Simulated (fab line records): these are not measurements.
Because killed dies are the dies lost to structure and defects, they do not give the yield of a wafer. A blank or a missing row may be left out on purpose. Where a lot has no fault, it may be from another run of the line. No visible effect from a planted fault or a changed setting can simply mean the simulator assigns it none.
8D (eight disciplines) problem report, filled in by code	flow sky130	the parts of the form that need people (team, actions taken, sign-off) are left out

1. PROBLEM STATEMENT
Mean NWELL_RS at SKY_NWELL_RS_MEAS_29: 641.0 ohm/sq over 6 wafers in 2 lots; fault-free wafers: 624.8 ohm/sq, standard deviation 1.5. Relative to the usual mean, that is a shift of +11 standard deviations.
The step: measures by four-point-probe.
First seen on wafer L714.2, day 8 14:30, on film-metro-01. At this step, 36 wafers from 12 lots have a number in the record. Rule for "out", or "out of limits": more than 4 standard deviations from the usual mean. Any other wafer with a number is counted as sound.

2. WHAT IT IS AND WHAT IT IS NOT
question	is	is not
which readings at this step	NWELL_RS	-
which lots	L714, L716	L703, L704, L708, L712, L713, L715, L717, L719, L724, L726
which wafers of those lots	all that have a number	-
read on which gauges	film-metro-01, film-metro-04	film-metro-03
when	from day 8 14:30	up to then (15 sound wafers); but 15 sound wafers of L715, L717, L719, L724, L726 came after

3. SUSPECTS, AND WHAT RULES EACH OUT
Counting: a tool stays on the suspect list if, at a process step up to the reading, it processed all lots that are out and no sound lot following the first of them.
- the gauge at SKY_NWELL_RS_MEAS_29 is ruled out. Those wafers that are out were read across 2 gauges (film-metro-01, film-metro-04).
- rie-diel-03 at SKY_FIELD_ISO_ETCH_15 (etches the open film in CHF3/O2, stops on Si, target depth 180 nm, time 72 s): ruled out as a lasting fault. The sound lots L715, L724, L726 went through it after L714, its earliest lot that is out (day 4 16:15).
- implanter-01 at SKY_NWELL_IMPLANT_13: kept. All lots that are out passed through it, beginning with L714 at day 7 16:57, and no sound lot followed; its final sound lot before that point was L708 at day 5 16:07. Out on those wafers are its own readings of dose-ions-cm2, faraday-current-uA.
After counting, what remains is implanter-01 at SKY_NWELL_IMPLANT_13.

4. THE CAUSE (what the simulator had put in)
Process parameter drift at SKY_NWELL_IMPLANT_13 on implanter-01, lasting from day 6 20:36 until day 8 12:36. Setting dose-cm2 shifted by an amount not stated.
Only this tool survived the counting.

5. THE CHAIN OF EFFECTS, in route order
Each row: a reading whose mean over the struck wafers that have a number lies more than 3 standard deviations from the usual. Only readings whose record carries a usual standard deviation are examined. hours: median over the lots of the time between each lot's start at the first step of this table that gives one and its start at this step. sigmas: the change, counted in usual standard deviations.
hours	step	reading	usual	on struck wafers	change	sigmas
0	SKY_NWELL_IMPLANT_13	dose-ions-cm2	7e+11	3e+11	-4e+11	-99 or more
0	SKY_NWELL_IMPLANT_13	faraday-current-uA	3.94	1.45	-2.49	-37
21	SKY_NWELL_RS_MEAS_29	NWELL_RS	624.8 ohm/sq	641.0	+16.2	+11
Process steps it contains:
- SKY_NWELL_IMPLANT_13
At these later measuring or inspecting steps, every struck wafer for which the step has a row has a number for every such reading, and none has moved that far: SKY_NWELL_RS_MEAS_31.

6. HOW IT WOULD HAVE BEEN CAUGHT EARLIER
42 hours passed between the start of the fault at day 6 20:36 and the first reading out of limits at a measuring or inspecting step in this record, taken at day 8 14:30.
At SKY_NWELL_IMPLANT_13, the tool's own readings (dose-ions-cm2, faraday-current-uA) were out on each struck wafer the step has a row for, so an alarm limit on them would have fired on the first such wafer.
Each of the lots that are out, 2 in all, had begun SKY_NWELL_IMPLANT_13 on implanter-01 no later than day 8 14:30. Had the tool been put on hold then, not one of them would have been saved.
